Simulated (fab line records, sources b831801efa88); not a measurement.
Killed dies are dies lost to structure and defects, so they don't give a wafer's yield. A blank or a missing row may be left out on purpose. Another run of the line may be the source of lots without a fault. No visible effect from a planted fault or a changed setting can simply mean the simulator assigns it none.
fab line records ; flow sky130
[record] lots = 24; wafers = 72; last-day = 50
route steps=708 shown PWDE@52 METAL2@486 VIA2@510 VIA3@594 METAL5@666 PAD_OPEN@702
lots that met no fault: taken from a fault-free run of the same line
start-h: the number of hours between the record's first day and the start of the first shown wafer of the lot ; wait-h: time in hours since the lot's previous step ; " the same as in the row above ; L1.1+2: a single row standing in for several wafers ; - no value present, or no start provided ; * or withheld: withheld ; < > ~ a bound
route shown NAME@n: names a module that has steps shown in the file, with the first one's number in the route ; usual: mean/standard deviation of fault-free wafers ; same: alike in all rows ; chamber/n: place in a boat ; sites: per-site readings ; _std_site: the values' standard deviation ; _edge_site: inner sites' mean taken away from outer sites' mean ; radius-mm: for every site, how far away it sits from the centre of the wafer ; mask NAME#n: copy n ; behind: the last tool/chamber to shape the wafer ; hold: cause of the lot's hold/its duration in hours/its outcome ; device: the n, p or np transistor that did not switch ; end of line: the route-end tests of the same wafers ; a step without rows: its recipe alone ; killed: not the wafer's yield, but the dies lost to structure and defects at the first sort ; map: shows each die of a wafer: x if killed, . if not, _ if none is there
set.NAME: the setting as run; set.NAME@STEP: as run at that earlier step ; model.NAME: the simulator's own value behind a step, which no gauge read
route steps across a sampled set of lots; one table per step, one row per wafer
services: the hour from which a tool's chamber was out of use, counted from the record's first day as start-h (under 0 if before that day), plus the number of hours and why
[[steps]]
[step SKY_PWDE_OVL_MEAS_07]
[usual] PWDE_OVL = -0.7/1.4
lot.wafer;tool;chamber;start-h;wait-h;PWDE_OVL[nm]
L074.2;overlay-02;-;71.15;-;1.4
L074.3;overlay-02;-;71.15;-;0.2
L074.6;overlay-02;-;71.15;-;1.0
L075.1;overlay-01;-;72.55;-;-3.7
L075.2;overlay-01;-;72.55;-;-4.3
L075.3;overlay-01;-;72.55;-;-3.0
L076.2;overlay-02;-;81.40;-;-3.1
L076.4;overlay-02;-;81.40;-;-3.0
L076.5;overlay-02;-;81.40;-;-1.9
L077.2;overlay-02;-;87.35;-;-1.7
L077.3;overlay-02;-;87.35;-;-0.9
L077.6;overlay-02;-;87.35;-;-1.6
L078.3;overlay-02;-;93.77;-;-0.9
L078.4;overlay-02;-;93.77;-;0.5
L078.5;overlay-02;-;93.77;-;0.7
L079.2;overlay-02;-;100.06;-;1.6
L079.5;overlay-02;-;100.06;-;-0.3
L079.6;overlay-02;-;100.06;-;-0.8
L080.2;overlay-02;-;107.92;-;-3.3
L080.4;overlay-02;-;107.92;-;-3.3
L080.6;overlay-02;-;107.92;-;-1.8
L081.1;overlay-02;-;108.09;-;-1.8
L081.4;overlay-02;-;108.09;-;-1.4
L081.5;overlay-02;-;108.09;-;-1.9
L082.4;overlay-02;-;113.77;-;0.7
L082.5;overlay-02;-;113.77;-;-0.9
L082.6;overlay-02;-;113.77;-;1.0
L083.1;overlay-02;-;118.01;-;-0.9
L083.2;overlay-02;-;118.01;-;-0.6
L083.3;overlay-02;-;118.01;-;-1.4
L084.4;overlay-02;-;130.26;-;2.2
L084.5;overlay-02;-;130.26;-;2.8
L084.6;overlay-02;-;130.26;-;2.8
L085.1;overlay-02;-;130.80;-;0.8
L085.2;overlay-02;-;130.80;-;0.1
L085.5;overlay-02;-;130.80;-;-1.0
L086.3;overlay-02;-;135.42;-;1.4
L086.5;overlay-02;-;135.42;-;0.3
L086.6;overlay-02;-;135.42;-;0.5
L087.2;overlay-02;-;140.42;-;0.2
L087.3;overlay-02;-;140.42;-;0.6
L087.6;overlay-02;-;140.42;-;-0.1
L088.1;overlay-02;-;144.85;-;0.7
L088.2;overlay-02;-;144.85;-;-0.3
L088.5;overlay-02;-;144.85;-;1.4
L089.1;overlay-02;-;151.85;-;-0.2
L089.5;overlay-02;-;151.85;-;-1.9
L089.6;overlay-02;-;151.85;-;-1.6
L090.1;overlay-02;-;160.46;-;-1.8
L090.5;overlay-02;-;160.46;-;-1.7
L090.6;overlay-02;-;160.46;-;-0.3
L091.3;overlay-02;-;167.25;-;1.5
L091.4;overlay-02;-;167.25;-;0.6
L091.5;overlay-02;-;167.25;-;-0.3
L092.1;overlay-02;-;173.34;-;-0.3
L092.2;overlay-02;-;173.34;-;-0.8
L092.6;overlay-02;-;173.34;-;-0.3
L093.1;overlay-02;-;176.40;-;0.6
L093.2;overlay-02;-;176.40;-;-0.2
L093.4;overlay-02;-;176.40;-;-0.1
L094.1;overlay-02;-;180.07;-;0.4
L094.3;overlay-02;-;180.07;-;-1.4
L094.6;overlay-02;-;180.07;-;-2.0
L095.3;overlay-02;-;185.90;-;-1.9
L095.4;overlay-02;-;185.90;-;-2.6
L095.5;overlay-02;-;185.90;-;-2.9
L096.2;overlay-02;-;196.06;-;-0.9
L096.3;overlay-02;-;196.06;-;-1.2
L096.4;overlay-02;-;196.06;-;-1.6
L097.3;overlay-02;-;200.97;-;-0.1
L097.4;overlay-02;-;200.97;-;0.9
L097.5;overlay-02;-;200.97;-;-0.7
[step SKY_METAL2_SPUTTER_03]
[recipe] material = Ti; target-thk-nm = 5; power-w = 3000; time-s = 3.3; chamber-pressure-pa = 0.4
[usual] cathode-dc-power-W = 3000.0/0.53; throttle-valve-pct = 30.1/0.83
lot.wafer;tool;chamber;start-h;wait-h;cathode-dc-power-W;throttle-valve-pct
L074.2;pvd-sputter-01;-;795.48;0.0;2999.9;29.8
L074.3;pvd-sputter-01;-;795.48;0.0;3000.8;31.1
L074.6;pvd-sputter-01;-;795.48;0.0;2999.2;30.5
L075.1;pvd-sputter-02;-;806.19;0.0;3000.8;29.8
L075.2;pvd-sputter-02;-;806.19;0.0;3000.3;30.9
L075.3;pvd-sputter-02;-;806.19;0.0;2999.8;31.0
L076.2;pvd-sputter-02;-;809.48;0.0;3000.0;29.5
L076.4;pvd-sputter-02;-;809.48;0.0;2999.9;29.9
L076.5;pvd-sputter-02;-;809.48;0.0;2999.4;30.9
L077.2;pvd-sputter-03;-;826.44;0.0;2999.7;29.7
L077.3;pvd-sputter-03;-;826.44;0.0;3000.0;29.1
L077.6;pvd-sputter-03;-;826.44;0.0;2999.3;29.8
L079.2;pvd-sputter-02;-;846.33;0.0;3000.1;30.4
L079.5;pvd-sputter-02;-;846.33;0.0;3000.1;30.0
L079.6;pvd-sputter-02;-;846.33;0.0;3000.1;29.6
L078.3;pvd-sputter-01;-;847.62;0.0;2999.7;31.2
L078.4;pvd-sputter-01;-;847.62;0.0;3001.4;31.9
L078.5;pvd-sputter-01;-;847.62;0.0;3000.2;31.3
L080.2;pvd-sputter-03;-;852.94;0.0;2999.8;29.1
L080.4;pvd-sputter-03;-;852.94;0.0;3000.3;30.5
L080.6;pvd-sputter-03;-;852.94;0.0;2999.8;28.8
L081.1;pvd-sputter-03;-;854.51;0.0;3000.0;28.8
L081.4;pvd-sputter-03;-;854.51;0.0;2999.6;29.2
L081.5;pvd-sputter-03;-;854.51;0.0;3000.4;29.3
L082.4;pvd-sputter-02;-;856.88;0.0;2999.9;31.0
L082.5;pvd-sputter-02;-;856.88;0.0;2999.8;30.0
L082.6;pvd-sputter-02;-;856.88;0.0;2999.5;29.9
L083.1;pvd-sputter-03;-;867.19;0.0;3000.9;29.1
L083.2;pvd-sputter-03;-;867.19;0.0;3000.3;28.9
L083.3;pvd-sputter-03;-;867.19;0.0;3000.4;29.5
L084.4;pvd-sputter-01;-;877.09;0.0;3000.7;29.6
L084.5;pvd-sputter-01;-;877.09;0.0;2999.9;29.4
L084.6;pvd-sputter-01;-;877.09;0.0;2999.7;31.3
L085.1;pvd-sputter-03;-;882.11;0.0;3000.0;29.3
L085.2;pvd-sputter-03;-;882.11;0.0;3000.0;30.8
L085.5;pvd-sputter-03;-;882.11;0.0;3000.3;28.7
L086.3;pvd-sputter-02;-;890.25;0.0;3000.3;29.7
L086.5;pvd-sputter-02;-;890.25;0.0;3000.2;29.9
L086.6;pvd-sputter-02;-;890.25;0.0;2999.4;30.0
L087.2;pvd-sputter-03;-;890.64;0.0;3000.6;28.7
L087.3;pvd-sputter-03;-;890.64;0.0;2999.4;29.2
L087.6;pvd-sputter-03;-;890.64;0.0;2999.4;30.8
L088.1;pvd-sputter-02;-;902.20;0.0;3000.1;29.5
L088.2;pvd-sputter-02;-;902.20;0.0;3000.6;30.9
L088.5;pvd-sputter-02;-;902.20;0.0;3000.1;30.0
L089.1;pvd-sputter-02;-;903.91;0.0;3001.0;31.0
L089.5;pvd-sputter-02;-;903.91;0.0;2998.8;30.1
L089.6;pvd-sputter-02;-;903.91;0.0;3000.6;30.7
L090.1;pvd-sputter-02;-;918.17;0.0;3000.0;30.0
L090.5;pvd-sputter-02;-;918.17;0.0;2999.4;29.7
L090.6;pvd-sputter-02;-;918.17;0.0;3000.1;30.4
L091.3;pvd-sputter-01;-;923.29;0.0;3000.4;29.8
L091.4;pvd-sputter-01;-;923.29;0.0;3000.5;30.6
L091.5;pvd-sputter-01;-;923.29;0.0;2999.6;29.5
L092.1;pvd-sputter-02;-;929.92;0.0;2999.6;30.0
L092.2;pvd-sputter-02;-;929.92;0.0;2999.9;29.7
L092.6;pvd-sputter-02;-;929.92;0.0;3000.2;31.0
L093.1;pvd-sputter-02;-;937.37;0.0;3000.5;30.0
L093.2;pvd-sputter-02;-;937.37;0.0;2999.6;29.7
L093.4;pvd-sputter-02;-;937.37;0.0;3000.2;30.5
L095.3;pvd-sputter-03;-;948.61;0.0;2999.2;29.7
L095.4;pvd-sputter-03;-;948.61;0.0;2999.4;30.6
L095.5;pvd-sputter-03;-;948.61;0.0;2999.9;28.9
L094.1;pvd-sputter-02;-;950.24;0.0;2999.5;30.2
L094.3;pvd-sputter-02;-;950.24;0.0;2999.9;31.1
L094.6;pvd-sputter-02;-;950.24;0.0;3000.2;30.1
L096.2;pvd-sputter-01;-;959.78;0.0;3000.1;32.1
L096.3;pvd-sputter-01;-;959.78;0.0;2998.5;30.0
L096.4;pvd-sputter-01;-;959.78;0.0;3000.0;31.2
L097.3;pvd-sputter-03;-;964.96;0.0;3000.3;30.9
L097.4;pvd-sputter-03;-;964.96;0.0;3000.5;29.8
L097.5;pvd-sputter-03;-;964.96;0.0;3001.0;29.3
[step SKY_VIA2_BOW_MEAS_03]
[recipe] mode = bow
[usual] VIA2_BOW = 85/7.8
lot.wafer;tool;chamber;start-h;wait-h;VIA2_BOW[um]
L074.2;film-metro-04;-;823.76;0.1;98
L074.3;film-metro-04;-;823.76;0.1;85
L074.6;film-metro-04;-;823.76;0.1;83
L075.1;film-metro-02;-;834.90;0.2;88
L075.2;film-metro-02;-;834.90;0.2;83
L075.3;film-metro-02;-;834.90;0.2;73
L076.2;film-metro-04;-;837.12;0.2;92
L076.4;film-metro-04;-;837.12;0.2;91
L076.5;film-metro-04;-;837.12;0.2;92
L077.2;film-metro-02;-;854.73;0.2;86
L077.3;film-metro-02;-;854.73;0.2;78
L077.6;film-metro-02;-;854.73;0.2;83
L079.2;film-metro-04;-;873.93;0.1;89
L079.5;film-metro-04;-;873.93;0.1;79
L079.6;film-metro-04;-;873.93;0.1;70
L078.3;film-metro-04;-;875.06;0.2;71
L078.4;film-metro-04;-;875.06;0.2;81
L078.5;film-metro-04;-;875.06;0.2;82
L080.2;film-metro-02;-;879.87;0.3;94
L080.4;film-metro-02;-;879.87;0.3;73
L080.6;film-metro-02;-;879.87;0.3;86
L081.1;film-metro-02;-;880.71;0.2;84
L081.4;film-metro-02;-;880.71;0.2;78
L081.5;film-metro-02;-;880.71;0.2;81
L082.4;film-metro-02;-;883.24;0.3;76
L082.5;film-metro-02;-;883.24;0.3;88
L082.6;film-metro-02;-;883.24;0.3;82
L083.1;film-metro-02;-;893.72;0.1;96
L083.2;film-metro-02;-;893.72;0.1;101
L083.3;film-metro-02;-;893.72;0.1;87
L084.4;film-metro-02;-;904.57;0.2;89
L084.5;film-metro-02;-;904.57;0.2;81
L084.6;film-metro-02;-;904.57;0.2;78
L085.1;film-metro-04;-;909.47;0.1;75
L085.2;film-metro-04;-;909.47;0.1;90
L085.5;film-metro-04;-;909.47;0.1;75
L086.3;film-metro-01;-;917.35;0.1;91
L086.5;film-metro-01;-;917.35;0.1;91
L086.6;film-metro-01;-;917.35;0.1;82
L087.2;film-metro-01;-;917.72;0.2;81
L087.3;film-metro-01;-;917.72;0.2;90
L087.6;film-metro-01;-;917.72;0.2;86
L088.1;film-metro-01;-;928.84;0.1;95
L088.2;film-metro-01;-;928.84;0.1;84
L088.5;film-metro-01;-;928.84;0.1;83
L089.1;film-metro-02;-;930.37;0.2;87
L089.5;film-metro-02;-;930.37;0.2;85
L089.6;film-metro-02;-;930.37;0.2;94
L090.1;film-metro-01;-;945.01;0.2;80
L090.5;film-metro-01;-;945.01;0.2;86
L090.6;film-metro-01;-;945.01;0.2;72
L091.3;film-metro-01;-;949.80;0.2;104
L091.4;film-metro-01;-;949.80;0.2;87
L091.5;film-metro-01;-;949.80;0.2;79
L092.1;film-metro-01;-;956.16;0.1;79
L092.2;film-metro-01;-;956.16;0.1;85
L092.6;film-metro-01;-;956.16;0.1;73
L093.1;film-metro-01;-;963.26;0.2;76
L093.2;film-metro-01;-;963.26;0.2;92
L093.4;film-metro-01;-;963.26;0.2;80
L095.3;film-metro-01;-;975.10;0.2;83
L095.4;film-metro-01;-;975.10;0.2;76
L095.5;film-metro-01;-;975.10;0.2;88
L094.1;film-metro-04;-;976.81;0.1;86
L094.3;film-metro-04;-;976.81;0.1;90
L094.6;film-metro-04;-;976.81;0.1;81
L096.2;film-metro-04;-;985.30;0.1;74
L096.3;film-metro-04;-;985.30;0.1;81
L096.4;film-metro-04;-;985.30;0.1;81
L097.3;film-metro-01;-;990.64;0.2;86
L097.4;film-metro-01;-;990.64;0.2;95
L097.5;film-metro-01;-;990.64;0.2;87
[step SKY_VIA3_CVD_21]
[recipe] material = W; target-thk-nm = 390; time-s = 117.31; temp-c = 400; pressure-torr = 40
[usual] heater-power-w = 849/71
lot.wafer;tool;chamber;start-h;wait-h;heater-power-w
L074.2;cvd-w-01;1;930.89;0.0;748
L074.3;cvd-w-01;1;930.89;0.0;786
L074.6;cvd-w-01;0;930.89;0.0;833
L075.1;cvd-w-02;1;940.29;0.0;955
L075.2;cvd-w-02;0;940.29;0.0;862
L075.3;cvd-w-02;1;940.29;0.0;952
L076.2;cvd-w-01;1;944.24;0.0;761
L076.4;cvd-w-01;1;944.24;0.0;761
L076.5;cvd-w-01;1;944.24;0.0;768
L077.2;cvd-w-02;0;959.55;0.0;828
L077.3;cvd-w-02;0;959.55;0.0;840
L077.6;cvd-w-02;0;959.55;0.0;859
L079.2;cvd-w-02;1;978.40;0.0;964
L079.5;cvd-w-02;1;978.40;0.0;956
L079.6;cvd-w-02;0;978.40;0.0;866
L078.3;cvd-w-01;0;981.28;0.1;835
L078.4;cvd-w-01;1;981.28;0.1;747
L078.5;cvd-w-01;0;981.28;0.1;821
L080.2;cvd-w-01;1;983.53;0.0;772
L080.4;cvd-w-01;0;983.53;0.0;841
L080.6;cvd-w-01;0;983.53;0.0;843
L081.1;cvd-w-01;1;984.76;0.0;765
L081.4;cvd-w-01;0;984.76;0.0;836
L081.5;cvd-w-01;0;984.76;0.0;830
L082.4;cvd-w-02;0;986.75;0.1;847
L082.5;cvd-w-02;1;986.75;0.1;982
L082.6;cvd-w-02;0;986.75;0.1;854
L083.1;cvd-w-02;1;997.91;0.0;966
L083.2;cvd-w-02;0;997.91;0.0;872
L083.3;cvd-w-02;1;997.91;0.0;940
L084.4;cvd-w-01;0;1007.64;0.1;838
L084.5;cvd-w-01;0;1007.64;0.1;825
L084.6;cvd-w-01;1;1007.64;0.1;770
L085.1;cvd-w-02;0;1011.10;0.0;862
L085.2;cvd-w-02;1;1011.10;0.0;935
L085.5;cvd-w-02;0;1011.10;0.0;837
L086.3;cvd-w-01;0;1018.03;0.1;852
L086.5;cvd-w-01;1;1018.03;0.1;768
L086.6;cvd-w-01;0;1018.03;0.1;845
L087.2;cvd-w-01;1;1019.56;0.0;769
L087.3;cvd-w-01;0;1019.56;0.0;844
L087.6;cvd-w-01;0;1019.56;0.0;831
L088.1;cvd-w-01;0;1028.36;0.0;839
L088.2;cvd-w-01;1;1028.36;0.0;748
L088.5;cvd-w-01;0;1028.36;0.0;840
L089.1;cvd-w-02;1;1029.64;0.0;971
L089.5;cvd-w-02;1;1029.64;0.0;951
L089.6;cvd-w-02;0;1029.64;0.0;844
L090.1;cvd-w-01;1;1043.59;0.0;755
L090.5;cvd-w-01;0;1043.59;0.0;861
L090.6;cvd-w-01;1;1043.59;0.0;758
L091.3;cvd-w-02;1;1049.29;0.1;956
L091.4;cvd-w-02;0;1049.29;0.1;816
L091.5;cvd-w-02;1;1049.29;0.1;928
L092.1;cvd-w-01;1;1053.78;0.0;765
L092.2;cvd-w-01;0;1053.78;0.0;828
L092.6;cvd-w-01;0;1053.78;0.0;837
L093.1;cvd-w-02;1;1060.43;0.0;964
L093.2;cvd-w-02;0;1060.43;0.0;848
L093.4;cvd-w-02;0;1060.43;0.0;828
L095.3;cvd-w-02;1;1072.09;0.1;962
L095.4;cvd-w-02;0;1072.09;0.1;857
L095.5;cvd-w-02;1;1072.09;0.1;959
L094.1;cvd-w-01;0;1075.46;0.0;855
L094.3;cvd-w-01;1;1075.46;0.0;757
L094.6;cvd-w-01;0;1075.46;0.0;856
L096.2;cvd-w-01;0;1079.78;0.0;857
L096.3;cvd-w-01;1;1079.78;0.0;764
L096.4;cvd-w-01;0;1079.78;0.0;851
L097.3;cvd-w-02;1;1084.65;0.1;987
L097.4;cvd-w-02;0;1084.65;0.1;859
L097.5;cvd-w-02;1;1084.65;0.1;967
[step SKY_METAL5_RS_MEAS_05]
[recipe] thk-meas-gauge = four-point-probe; reads = TiN_of_METAL5_SPUTTER_04+Ti_of_METAL5_SPUTTER_03+AlCu_of_METAL5_SPUTTER_02+TiN_of_METAL5_SPUTTER_01+Ti_of_METAL5_SPUTTER_00
[usual] METAL5_ALCU_RS = 0.02696/0.00026
lot.wafer;tool;chamber;start-h;wait-h;METAL5_ALCU_RS[ohm/sq]
L074.2;film-metro-03;-;1008.09;0.0;0.02749
L074.3;film-metro-03;-;1008.09;0.0;0.02792
L074.6;film-metro-03;-;1008.09;0.0;0.02736
L075.1;film-metro-02;-;1014.54;0.0;0.02698
L075.2;film-metro-02;-;1014.54;0.0;0.02694
L075.3;film-metro-02;-;1014.54;0.0;0.02706
L076.2;film-metro-02;-;1020.65;0.0;0.02651
L076.4;film-metro-02;-;1020.65;0.0;0.02686
L076.5;film-metro-02;-;1020.65;0.0;0.02666
L077.2;film-metro-03;-;1034.37;0.0;0.02708
L077.3;film-metro-03;-;1034.37;0.0;0.02709
L077.6;film-metro-03;-;1034.37;0.0;0.02688
L079.2;film-metro-02;-;1050.12;0.0;0.02692
L079.5;film-metro-02;-;1050.12;0.0;0.0268
L079.6;film-metro-02;-;1050.12;0.0;0.02705
L078.3;film-metro-01;-;1054.04;0.1;0.02662
L078.4;film-metro-01;-;1054.04;0.1;0.02651
L078.5;film-metro-01;-;1054.04;0.1;0.02671
L080.2;film-metro-03;-;1056.71;0.0;0.02682
L080.4;film-metro-03;-;1056.71;0.0;0.02652
L080.6;film-metro-03;-;1056.71;0.0;0.0267
L081.1;film-metro-03;-;1057.73;0.0;0.02664
L081.4;film-metro-03;-;1057.73;0.0;0.02649
L081.5;film-metro-03;-;1057.73;0.0;0.02685
L082.4;film-metro-02;-;1058.91;0.1;0.02674
L082.5;film-metro-02;-;1058.91;0.1;0.02671
L082.6;film-metro-02;-;1058.91;0.1;0.02674
L083.1;film-metro-02;-;1070.50;0.0;0.02716
L083.2;film-metro-02;-;1070.50;0.0;0.02704
L083.3;film-metro-02;-;1070.50;0.0;0.02749
L084.4;film-metro-02;-;1078.70;0.1;0.02701
L084.5;film-metro-02;-;1078.70;0.1;0.0269
L084.6;film-metro-02;-;1078.70;0.1;0.02713
L085.1;film-metro-01;-;1081.91;0.0;0.02656
L085.2;film-metro-01;-;1081.91;0.0;0.02732
L085.5;film-metro-01;-;1081.91;0.0;0.02684
L086.3;film-metro-03;-;1088.23;0.1;0.02695
L086.5;film-metro-03;-;1088.23;0.1;0.02694
L086.6;film-metro-03;-;1088.23;0.1;0.02723
L087.2;film-metro-01;-;1089.55;0.0;0.02717
L087.3;film-metro-01;-;1089.55;0.0;0.02694
L087.6;film-metro-01;-;1089.55;0.0;0.02701
L088.1;film-metro-02;-;1097.14;0.0;0.02673
L088.2;film-metro-02;-;1097.14;0.0;0.0267
L088.5;film-metro-02;-;1097.14;0.0;0.02669
L089.1;film-metro-02;-;1098.35;0.0;0.02719
L089.5;film-metro-02;-;1098.35;0.0;0.0272
L089.6;film-metro-02;-;1098.35;0.0;0.02732
L090.1;film-metro-01;-;1111.85;0.0;0.0268
L090.5;film-metro-01;-;1111.85;0.0;0.02706
L090.6;film-metro-01;-;1111.85;0.0;0.02731
L091.3;film-metro-02;-;1117.51;0.1;0.02719
L091.4;film-metro-02;-;1117.51;0.1;0.02679
L091.5;film-metro-02;-;1117.51;0.1;0.02685
L092.1;film-metro-03;-;1120.90;0.0;0.02704
L092.2;film-metro-03;-;1120.90;0.0;0.02681
L092.6;film-metro-03;-;1120.90;0.0;0.02687
L093.1;film-metro-03;-;1128.56;0.0;0.02692
L093.2;film-metro-03;-;1128.56;0.0;0.02717
L093.4;film-metro-03;-;1128.56;0.0;0.02711
L095.3;film-metro-01;-;1136.49;0.1;0.02715
L095.4;film-metro-01;-;1136.49;0.1;0.02696
L095.5;film-metro-01;-;1136.49;0.1;0.02689
L094.1;film-metro-03;-;1140.07;0.0;0.0268
L094.3;film-metro-03;-;1140.07;0.0;0.02692
L094.6;film-metro-03;-;1140.07;0.0;0.02686
L096.2;film-metro-02;-;1145.09;0.0;0.02685
L096.3;film-metro-02;-;1145.09;0.0;0.02655
L096.4;film-metro-02;-;1145.09;0.0;0.02687
L097.3;film-metro-03;-;1149.46;0.1;0.02706
L097.4;film-metro-03;-;1149.46;0.1;0.02722
L097.5;film-metro-03;-;1149.46;0.1;0.02674
[step SKY_PAD_OPEN_STRIP_08]
[recipe] chemistry = O2/N2; power-w = 1400; pressure-mtorr = 1500; platen-temp-c = withheld; overash-fraction = 0.7; o2-flow-sccm = 3000; n2-flow-sccm = 300
[usual] drypump-motor-current-A = 5.9/0.37; oes-product-au = 0.663/0.0047; strip-time-to-endpoint-s = 37.11/0.096
lot.wafer;tool;chamber;start-h;wait-h;drypump-motor-current-A;oes-product-au;rf-hours-counter-h;strip-time-to-endpoint-s
L074.2;plasma-asher-02;1;1076.25;0.1;5.9;0.655;98;37.05
L074.3;plasma-asher-02;1;1076.25;0.1;5.9;0.662;-;36.96
L074.6;plasma-asher-02;0;1076.25;0.1;5.9;0.660;-;37.05
L075.1;plasma-asher-01;1;1082.00;0.1;5.1;0.667;2;37.11
L075.2;plasma-asher-01;0;1082.00;0.1;5.5;0.666;2;37.10
L075.3;plasma-asher-01;0;1082.00;0.1;5.5;0.663;-;37.06
L076.2;plasma-asher-02;0;1086.66;0.1;5.9;0.663;99;36.92
L076.4;plasma-asher-02;1;1086.66;0.1;5.9;0.660;-;37.00
L076.5;plasma-asher-02;1;1086.66;0.1;5.9;0.659;-;36.92
L077.2;plasma-asher-02;0;1098.85;0.1;5.9;0.657;101;37.05
L077.3;plasma-asher-02;1;1098.85;0.1;5.9;0.662;-;37.13
L077.6;plasma-asher-02;1;1098.85;0.1;5.9;0.662;-;37.11
L079.2;plasma-asher-03;1;1114.20;0.1;6.1;0.661;61;37.01
L079.5;plasma-asher-03;0;1114.20;0.1;6.5;0.662;-;37.19
L079.6;plasma-asher-03;1;1114.20;0.1;6.0;0.659;-;37.09
L078.3;plasma-asher-03;0;1116.40;0.1;6.5;0.665;-;37.09
L078.4;plasma-asher-03;1;1116.40;0.1;6.0;0.655;-;37.14
L078.5;plasma-asher-03;0;1116.40;0.1;6.5;0.666;-;37.15
L080.2;plasma-asher-02;1;1120.60;0.1;5.9;0.645;103;37.20
L080.4;plasma-asher-02;1;1120.60;0.1;5.9;0.669;-;37.07
L080.6;plasma-asher-02;1;1120.60;0.1;5.9;0.670;-;36.99
L081.1;plasma-asher-02;1;1121.70;0.1;5.9;0.664;103;37.09
L081.4;plasma-asher-02;1;1121.70;0.1;5.9;0.664;-;37.08
L081.5;plasma-asher-02;1;1121.70;0.1;5.9;0.661;-;37.05
L082.4;plasma-asher-02;0;1122.70;0.1;5.9;0.658;-;37.02
L082.5;plasma-asher-02;0;1122.70;0.1;5.9;0.668;-;37.09
L082.6;plasma-asher-02;1;1122.70;0.1;5.9;0.664;-;37.17
L083.1;plasma-asher-02;0;1132.66;0.1;5.9;0.661;104;37.19
L083.2;plasma-asher-02;1;1132.66;0.1;5.9;0.661;104;37.23
L083.3;plasma-asher-02;0;1132.66;0.1;5.9;0.662;-;37.17
L084.4;plasma-asher-02;1;1139.40;0.1;5.9;0.666;-;37.20
L084.5;plasma-asher-02;0;1139.40;0.1;5.9;0.659;-;37.24
L084.6;plasma-asher-02;1;1139.40;0.1;5.9;0.661;-;37.12
L085.1;plasma-asher-01;1;1143.32;0.1;5.2;0.666;7;37.23
L085.2;plasma-asher-01;0;1143.32;0.1;5.5;0.670;7;37.16
L085.5;plasma-asher-01;1;1143.32;0.1;5.2;0.669;-;37.23
L086.3;plasma-asher-03;0;1146.84;0.1;6.6;0.660;-;37.04
L086.5;plasma-asher-03;1;1146.84;0.1;6.0;0.660;-;37.08
L086.6;plasma-asher-03;0;1146.84;0.1;6.5;0.670;-;36.96
L087.2;plasma-asher-02;0;1149.47;0.1;5.9;0.664;106;37.32
L087.3;plasma-asher-02;0;1149.47;0.1;5.9;0.661;-;37.21
L087.6;plasma-asher-02;0;1149.47;0.1;5.9;0.660;-;37.22
L088.1;plasma-asher-01;1;1155.61;0.1;5.2;0.661;9;37.23
L088.2;plasma-asher-01;0;1155.61;0.1;5.5;0.661;9;37.26
L088.5;plasma-asher-01;0;1155.61;0.1;5.5;0.657;-;37.14
L089.1;plasma-asher-02;0;1157.02;0.1;5.9;0.663;107;37.23
L089.5;plasma-asher-02;0;1157.02;0.1;5.9;0.659;-;37.23
L089.6;plasma-asher-02;1;1157.02;0.1;5.9;0.660;-;37.24
L090.1;plasma-asher-02;0;1169.47;0.1;5.9;0.661;108;37.31
L090.5;plasma-asher-02;1;1169.47;0.1;5.9;0.671;-;37.20
L090.6;plasma-asher-02;0;1169.47;0.1;5.9;0.667;-;37.25
L091.3;plasma-asher-01;1;1172.50;0.1;5.2;0.668;-;37.06
L091.4;plasma-asher-01;0;1172.50;0.1;5.5;0.664;-;37.15
L091.5;plasma-asher-01;1;1172.50;0.1;5.2;0.666;-;37.09
L092.1;plasma-asher-03;1;1176.00;0.1;6.0;0.666;67;37.07
L092.2;plasma-asher-03;0;1176.00;0.1;6.6;0.656;67;36.95
L092.6;plasma-asher-03;1;1176.00;0.1;6.0;0.664;-;37.01
L093.1;plasma-asher-02;0;1182.86;0.1;5.9;0.662;110;37.10
L093.2;plasma-asher-02;1;1182.86;0.1;5.9;0.662;110;37.03
L093.4;plasma-asher-02;1;1182.86;0.1;5.9;0.654;-;37.11
L095.3;plasma-asher-01;0;1189.45;0.1;5.5;0.658;-;37.04
L095.4;plasma-asher-01;1;1189.45;0.1;5.2;0.660;-;37.03
L095.5;plasma-asher-01;1;1189.45;0.1;5.2;0.668;-;36.91
L094.1;plasma-asher-03;0;1193.00;0.1;6.6;0.662;69;37.15
L094.3;plasma-asher-03;1;1193.00;0.1;6.0;0.663;-;37.17
L094.6;plasma-asher-03;0;1193.00;0.1;6.6;0.659;-;37.11
L096.2;plasma-asher-03;0;1196.77;0.1;6.6;0.669;69;36.92
L096.3;plasma-asher-03;1;1196.77;0.1;6.0;0.662;-;37.00
L096.4;plasma-asher-03;0;1196.77;0.1;6.5;0.661;-;37.09
L097.3;plasma-asher-03;1;1199.95;0.1;6.0;0.665;-;37.05
L097.4;plasma-asher-03;0;1199.95;0.1;6.5;0.661;-;37.17
L097.5;plasma-asher-03;0;1199.95;0.1;6.5;0.659;-;37.06
[[services]]
tool;chamber;start-h;hours;kind
plasma-asher-02;-;781.15;2.4;repair
cvd-w-02;0;797.68;13.3;repair
cvd-w-02;-;828.51;0.6;repair
cvd-w-01;-;849.90;6.0;pm
cvd-w-02;1;866.69;14.3;repair
cvd-w-02;0;892.23;10.6;repair
cvd-w-02;1;894.14;20.5;repair
cvd-w-01;-;904.00;14.0;pm
pvd-sputter-03;-;907.00;6.3;repair
pvd-sputter-03;-;912.09;11.4;repair
cvd-w-02;1;919.29;6.9;repair
pvd-sputter-03;-;928.44;5.1;repair
cvd-w-01;1;957.82;1.7;repair
pvd-sputter-02;-;972.30;2.4;repair
pvd-sputter-03;-;1003.58;5.0;repair
plasma-asher-02;-;1015.00;3.8;repair
pvd-sputter-03;-;1035.81;4.0;repair
cvd-w-01;-;1041.74;0.9;repair
cvd-w-01;-;1076.60;2.8;repair
pvd-sputter-03;-;1079.31;2.9;repair
pvd-sputter-02;-;1082.81;2.0;repair
cvd-w-02;1;1092.87;2.7;repair
cvd-w-01;1;1107.59;17.3;repair
cvd-w-02;-;1153.27;6.9;pm
[[key]]
fault none
